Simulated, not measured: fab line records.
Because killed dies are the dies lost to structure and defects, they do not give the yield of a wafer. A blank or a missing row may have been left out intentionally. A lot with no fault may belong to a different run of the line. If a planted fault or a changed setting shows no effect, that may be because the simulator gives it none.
fab line records | flow sky130
record: lots: 5 wafers: 15 last_day: 50
route steps=708 shown SONOS_ONO@171 PAD_OPEN@708
lots that met no fault: from a run of the same line without faults
start_h: hours from the record's first day to the start of the lot's first wafer shown | wait_h: hours since the lot's step before | " unchanged from the row above | L1.1+2: a row that stands for several wafers | - no value, or no start was given | * or withheld: withheld | < > ~ a bound
route shown NAME@n: names a module that has steps shown in the file, with the first one's number in the route | usual: mean/standard deviation taken from wafers without a fault | same: alike in all rows | chamber/n: place in a boat | sites: readings site by site | _std_site: their standard deviation | _edge_site: the outer-site mean with the inner-site mean subtracted | radius_mm: for every site, how far away it sits from the centre of the wafer | mask NAME#n: copy n | behind: the tool/chamber that last shaped the wafer | hold: the reason the lot was held/the length of the hold in hours/how it ended | device: whichever transistor did not switch (one of n, p or np) | end of line: the route-end tests of the same wafers | for a step that has no rows: nothing shown but its recipe | killed: the dies lost at the first sort to structure and to defects; this is not the yield of the wafer | map: shows each die of a wafer: x if killed, . if not, _ if none is there
set.NAME: the setting that was run; set.NAME@STEP: the one run at that earlier step | model.NAME: the simulator's own value behind a step, which no gauge read
a table for each step, a row for each wafer; lots at some steps of the route
services: a tool's chamber out of use, with start hour (start_h, from the record's first day; less than 0 if before it), hours out, and reason
== steps ==
step: SKY_SONOS_ONO_THK_MEAS_03
recipe: reads: Si3N4_of_SONOS_ONO_CVD_02
usual: SONOS_ONO_CVD_02_THK: 10.55/0.13
columns lot.wafer tool chamber start_h wait_h SONOS_ONO_CVD_02_THK[nm]
L973.2 film_metro-03 - 252.57 0.0 10.51
L973.3 " - " " 10.61
L973.4 " - " " 10.54
L983.1 film_metro-02 - 340.84 0.0 10.55
L983.3 " - " " 10.63
L983.5 " - " " 10.58
L992.1 film_metro-01 - 414.61 0.0 10.74
L992.4 " - " " 10.80
L992.6 " - " " 10.53
L993.3 film_metro-02 - 420.13 0.0 10.45
L993.4 " - " " 10.53
L993.5 " - " " 10.60
L995.1 film_metro-01 - 432.66 0.0 10.65
L995.5 " - " " 10.72
L995.6 " - " " 10.61
step: SKY_SONOS_ONO_CVD_04
recipe: material: SiO2 precursor: SiH4/N2O target_thk_nm: 5.7199 temp_c: 900 pressure_mtorr: 400
step: SKY_SONOS_ONO_THK_MEAS_05
recipe: reads: SiO2_of_SONOS_ONO_CVD_04
usual: SONOS_ONO_CVD_04_THK: 5.40/0.11
columns lot.wafer tool chamber start_h wait_h SONOS_ONO_CVD_04_THK[nm]
L973.2 film_metro-02 - 254.50 0.0 5.35
L973.3 " - " " 5.45
L973.4 " - " " 5.41
L983.1 film_metro-03 - 342.15 0.0 5.61
L983.3 " - " " 5.57
L983.5 " - " " 5.48
L992.1 film_metro-03 - 415.92 0.0 5.56
L992.4 " - " " 5.45
L992.6 " - " " 5.52
L993.3 film_metro-03 - 421.45 0.0 5.45
L993.4 " - " " 5.29
L993.5 " - " " 5.26
L995.1 film_metro-03 - 433.97 0.0 5.67
L995.5 " - " " 5.58
L995.6 " - " " 5.63
step: SKY_SONOS_ONO_DEHYDRATE_06
recipe: temp_c: 200 time_s: 60
step: SKY_SONOS_ONO_HMDS_07
recipe: prime_time_s: 60 prime_temp_c: 120
step: SKY_SONOS_ONO_COAT_08
recipe: resist: NOVOLAK spin_rpm: 3000 resist_thk_nm: 1140
step: SKY_SONOS_ONO_SOFTBAKE_09
recipe: temp_c: 90 time_s: 60 resist: NOVOLAK
step: SKY_SONOS_ONO_EXPOSE_10
recipe: mask_id: ONOM target_cd_nm: 410 na: 0.6 source_shape: conventional sigma_outer: 0.6 dose_mj: 150
step: SKY_SONOS_ONO_PEB_11
recipe: temp_c: withheld time_s: * resist: NOVOLAK
step: SKY_SONOS_ONO_DEVELOP_12
recipe: develop_time_s: 60 dev_temp_c: 23
step: SKY_SONOS_ONO_CD_MEAS_13
recipe: target_cd_nm: 410
usual: cd_nm: 410.0/2.1
columns lot.wafer tool chamber start_h wait_h cd_nm
L973.2 cd_sem-02 - 277.83 0.1 406.0
L973.3 " - " " 407.6
L973.4 " - " " 409.6
L983.1 cd_sem-02 - 369.66 0.1 410.4
L983.3 " - " " 412.0
L983.5 " - " " 409.6
L992.1 cd_sem-02 - 446.08 0.1 406.9
L992.4 " - " " 407.4
L992.6 " - " " 405.6
L993.3 cd_sem-02 - 451.92 0.1 410.4
L993.4 " - " " 411.3
L993.5 " - " " 409.7
L995.1 cd_sem-01 - 465.22 0.1 410.8
L995.5 " - " " 408.6
L995.6 " - " " 408.6
step: SKY_SONOS_ONO_OVL_MEAS_14
usual: SONOS_ONO_OVL: 0.7/1.4
columns lot.wafer tool chamber start_h wait_h SONOS_ONO_OVL[nm]
L973.2 overlay-01 - 277.94 0.1 -0.7
L973.3 " - " " 0.8
L973.4 " - " " -2.8
L983.1 overlay-02 - 369.78 0.1 0.2
L983.3 " - " " 2.6
L983.5 " - " " 2.2
L992.1 overlay-02 - 446.20 0.1 2.2
L992.4 " - " " 3.7
L992.6 " - " " -1.0
L993.3 overlay-01 - 452.01 0.1 2.2
L993.4 " - " " 1.1
L993.5 " - " " 0.9
L995.1 overlay-02 - 465.34 0.1 -0.9
L995.5 " - " " -0.5
L995.6 " - " " 0.3
step: SKY_SONOS_ONO_ETCH_15
recipe: target_depth_nm: 19.52 chemistry: CHF3/O2 source_w: 600 bias_w: 200 pressure_mtorr: 40 chf3_flow_sccm: 50 O2_flow_sccm: 5 time_s: 7.8
usual: drypump_motor_current_A: 5.8/0.43 oes_product_au: 1.000/0.0099 throttle_valve_pct: 8.825/0.0092
same: time_s: 7.8
columns lot.wafer tool chamber start_h wait_h drypump_motor_current_A oes_product_au rf_hours_counter_h throttle_valve_pct model.SONOS_ONO.feature_depth_nm model.etch.depth_nm model.SiO2_of_NWELL_OXIDATION_01.thk_nm
L973.2 rie_diel-01 1 277.97 0.0 5.9 0.998 45 8.812 19.53 19.53 5.38
L973.3 " 0 " " 5.8 1.003 0 8.832 19.66 19.66 5.105
L973.4 " 3 " " 4.8 1.019 4 8.838 19.87 19.87 5.179
L983.1 rie_diel-03 1 369.81 0.0 5.8 0.815 36 8.787 13.77 13.77 6.204
L983.3 " 0 " " 5.8 1.007 114 8.818 19.67 19.67 5.265
L983.5 " 1 " " 5.8 0.818 - 8.757 13.73 13.73 6.281
L992.1 rie_diel-04 0 446.24 0.0 6.1 0.985 7 8.815 19.21 19.21 5.536
L992.4 " 2 " " 5.7 0.975 4 8.832 18.9 18.9 5.684
L992.6 " 2 " " 5.6 0.984 - 8.815 19 19 5.456
L993.3 rie_diel-04 2 452.04 0.0 5.6 0.984 4 8.839 18.96 18.96 5.354
L993.4 " 3 " " 5.1 1.000 5 8.834 19.56 19.56 5.297
L993.5 " 1 " " 5.7 1.003 - 8.825 19.32 19.32 5.416
L995.1 rie_diel-03 0 465.38 0.0 5.8 1.002 1 8.833 19.35 19.35 5.593
L995.5 " 3 " " 6.3 0.999 - 8.840 19.46 19.46 5.452
L995.6 " 0 " " 5.8 0.998 - 8.831 19.37 19.37 5.692
step: SKY_SONOS_ONO_WET_ETCH_16
recipe: chemistry: dHF target_depth_nm: 14 dry: n2_spin target: SiO2 dilution: 100:1 temp_c: 25 time_s: 280
step: SKY_PAD_OPEN_PROBE_99
usual: killed_at_M0_to_M3: 44/6.6 killed_at_M4_up: 3.0/2 killed_at_contacts: 24/5.1 killed_at_front_end: 15/4.1 killed_at_other: 0.4/0.62 killed_dies: 86/9.3 killed_open: 46/6.8 killed_short: 40/5.8
same: gross_dies: 492 killed_at_back_side: 0
columns lot.wafer tool chamber start_h wait_h killed_at_M0_to_M3 killed_at_M4_up killed_at_contacts killed_at_front_end killed_at_other killed_dies killed_open killed_short model.etest.nfet_16v.r_on_ohm_um model.etest.pfet_16v.r_on_ohm_um model.etest.pfet_g5v0d10v5.r_on_ohm_um model.etest.nfet_g5v0d10v5.r_on_ohm_um model.etest.nfet_g5v0d10v5.drive_ua_um model.etest.tip_sonos.rs_ohm_sq model.etest.nfet_05v0_nvt.drive_ua_um model.etest.nfet_16v.drive_ua_um
L983.1 prober-01 - 1140.07 0.1 49 6 26 22 1 104 53 51 1.751e+04 1.628e+04 5416 2476 393.6 2874 422.1 134.2
L983.3 prober-01 - 1140.17 0.2 44 2 17 17 2 82 47 33 1.408e+04 1.531e+04 4764 1896 597.4 2678 571.7 222.6
L983.5 prober-01 - 1140.27 0.2 53 4 26 14 0 97 49 48 1.761e+04 1.649e+04 5511 2461 396.2 2865 422 133.9
L992.1 prober-01 - 1180.93 0.1 38 2 18 23 1 82 47 35 1.396e+04 1.495e+04 4783 1866 607.7 2609 579.8 223.5
L992.4 prober-01 - 1181.08 0.2 45 1 22 20 1 89 48 41 1.398e+04 1.493e+04 4766 1880 603.7 2642 575.6 223
L992.6 prober-01 - 1181.18 0.2 55 6 23 13 1 98 48 49 1.391e+04 1.472e+04 4763 1881 606.6 2635 574.5 223.2
L993.3 prober-01 - 1187.54 0.2 46 1 26 14 0 87 43 44 1.404e+04 1.518e+04 4622 1870 612 2694 580.4 224
L993.4 prober-01 - 1187.59 0.2 48 1 15 9 2 75 47 28 1.396e+04 1.489e+04 4680 1863 623.3 2686 589.1 228.3
L993.5 prober-01 - 1187.64 0.2 33 1 22 10 1 67 37 30 1.421e+04 1.487e+04 4698 1885 612.2 2702 582.3 222.9
L995.1 prober-01 - 1191.75 0.1 47 2 29 14 1 93 52 41 1.436e+04 1.497e+04 4712 1901 604.5 2581 576.7 220.5
L995.5 prober-01 - 1191.95 0.2 48 0 28 9 0 85 47 38 1.436e+04 1.478e+04 4704 1867 613.1 2582 584.3 223
L995.6 prober-01 - 1192.00 0.2 48 7 25 20 0 100 63 36 1.428e+04 1.455e+04 4716 1882 608.5 2598 578.7 221.1
killed by level:class
L983.1 VIA1:geometric_particle:open=14 POLY_GATE:geometric_particle:short=9 CONTACT:geometric_particle:open=8 LI_CONTACT:geometric_particle:open=8 VIA1:geometric_particle:short=7 METAL1:geometric_particle:short=6 VIA2:geometric_particle:open=6 LI_CONTACT:geometric_particle:short=5
L983.3 VIA1:geometric_particle:open=15 VIA3:geometric_particle:open=7 POLY_GATE:geometric_particle:short=6 CONTACT:geometric_particle:short=6 VIA1:geometric_particle:short=6 POLY_GATE:geometric_particle:open=5 LI_CONTACT:geometric_particle:open=5 VIA2:geometric_particle:open=5
L983.5 VIA1:geometric_particle:open=14 LI_CONTACT:geometric_particle:open=11 METAL1:geometric_particle:short=8 METAL2:geometric_particle:short=7 POLY_GATE:geometric_particle:short=6 VIA2:geometric_particle:open=5 CONTACT:geometric_particle:open=5 VIA1:geometric_particle:short=5
L992.1 VIA1:geometric_particle:open=13 CONTACT:geometric_particle:open=8 VIA3:geometric_particle:open=8 POLY_GATE:geometric_particle:short=7 FIELD_ISO:geometric_particle:open=5 FIELD_ISO:geometric_particle:short=4 METAL2:geometric_particle:short=4 VIA2:geometric_particle:short=4
L992.4 VIA2:geometric_particle:open=10 CONTACT:geometric_particle:open=9 FIELD_ISO:geometric_particle:open=6 VIA1:geometric_particle:open=6 METAL1:geometric_particle:short=5 LI_CONTACT:geometric_particle:open=5 VIA3:geometric_particle:open=5 POLY_GATE:geometric_particle:short=4
L992.6 VIA2:geometric_particle:open=12 VIA1:geometric_particle:open=10 CONTACT:geometric_particle:open=8 POLY_GATE:geometric_particle:short=7 METAL1:geometric_particle:short=7 LI_CONTACT:geometric_particle:open=6 METAL2:geometric_particle:short=6 VIA3:geometric_particle:short=5
L993.3 VIA1:geometric_particle:open=14 CONTACT:geometric_particle:open=11 METAL2:geometric_particle:short=7 LOCAL_INTERCONNECT:geometric_particle:short=6 METAL1:geometric_particle:short=5 LI_CONTACT:geometric_particle:open=5 METAL3:geometric_particle:short=5 VIA3:geometric_particle:short=4
L993.4 VIA1:geometric_particle:open=15 VIA2:geometric_particle:open=11 LI_CONTACT:geometric_particle:open=6 METAL1:geometric_particle:short=5 VIA3:geometric_particle:open=4 FIELD_ISO:geometric_particle:short=3 CONTACT:geometric_particle:open=3 METAL2:geometric_particle:short=3
L993.5 VIA1:geometric_particle:open=9 CONTACT:geometric_particle:open=8 CONTACT:geometric_particle:short=6 VIA3:geometric_particle:open=6 VIA2:geometric_particle:open=5 METAL2:geometric_particle:short=5 FIELD_ISO:geometric_particle:short=3 LOCAL_INTERCONNECT:geometric_particle:short=3
L995.1 CONTACT:geometric_particle:open=13 VIA1:geometric_particle:open=9 VIA2:geometric_particle:open=9 CONTACT:geometric_particle:short=6 VIA3:geometric_particle:short=6 LI_CONTACT:geometric_particle:open=5 METAL1:geometric_particle:short=5 METAL2:geometric_particle:short=5
L995.5 VIA3:geometric_particle:open=11 LI_CONTACT:geometric_particle:short=7 VIA1:geometric_particle:open=7 VIA1:geometric_particle:short=6 LI_CONTACT:geometric_particle:open=6 CONTACT:geometric_particle:open=6 VIA2:geometric_particle:open=6 POLY_GATE:geometric_particle:open=4
L995.6 VIA1:geometric_particle:open=15 CONTACT:geometric_particle:open=10 VIA2:geometric_particle:open=9 VIA3:geometric_particle:open=8 POLY_GATE:geometric_particle:open=7 LI_CONTACT:geometric_particle:open=6 CONTACT:geometric_particle:short=6 POLY_GATE:geometric_particle:short=4
== services ==
columns tool chamber start_h hours kind
rie_diel-04 3 269.30 5.1 repair
rie_diel-03 3 315.97 13.0 repair
rie_diel-03 - 322.65 2.8 pm
rie_diel-04 2 334.03 7.9 repair
rie_diel-03 2 334.95 1.3 repair
rie_diel-03 2 347.77 - clean
rie_diel-03 2 347.77 17.0 scheduled_down
rie_diel-03 2 347.77 17.0 vent_cycle
rie_diel-01 3 349.71 3.2 repair
rie_diel-03 2 373.64 11.8 repair
rie_diel-03 0 389.01 - clean
rie_diel-03 0 389.01 22.5 scheduled_down
rie_diel-03 0 389.01 22.5 vent_cycle
rie_diel-01 0 398.28 7.0 repair
rie_diel-04 0 409.70 4.4 repair
== key ==
first_sign: step: SKY_SONOS_ONO_ETCH_15 reading: oes_product_au direction: down sigmas: 18 usual: 1.000 struck: 0.816
effect: step: SKY_SONOS_ONO_ETCH_15 reading: throttle_valve_pct direction: down sigmas: 5.8 usual: 8.825 struck: 8.772
model_effect: step: SKY_SONOS_ONO_ETCH_15 value: SONOS_ONO.feature_depth_nm without: 19.85 struck: 13.75
model_effect: step: SKY_PAD_OPEN_PROBE_99 value: etest.nfet_16v.r_on_ohm_um without: 1.399e+04 struck: 1.756e+04
met_at SKY_SONOS_ONO_ETCH_15
struck_wafers L983.1,L983.5
tester_left_out L983
fault: kind: process_parameter_drift tool: rie_diel-03 chamber: 1 onset_h: 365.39 steps: SKY_SONOS_ONO_ETCH_15 channel: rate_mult offset: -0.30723 shape: step end_h: 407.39
tester_left_out: of these lots the tester's yield and bins aren't shown, on N5 and GAA mostly nor the transistor test; their killed dies are dies lost to structure and defects alone, not to doping, threshold or leakage, so they don't give the yield
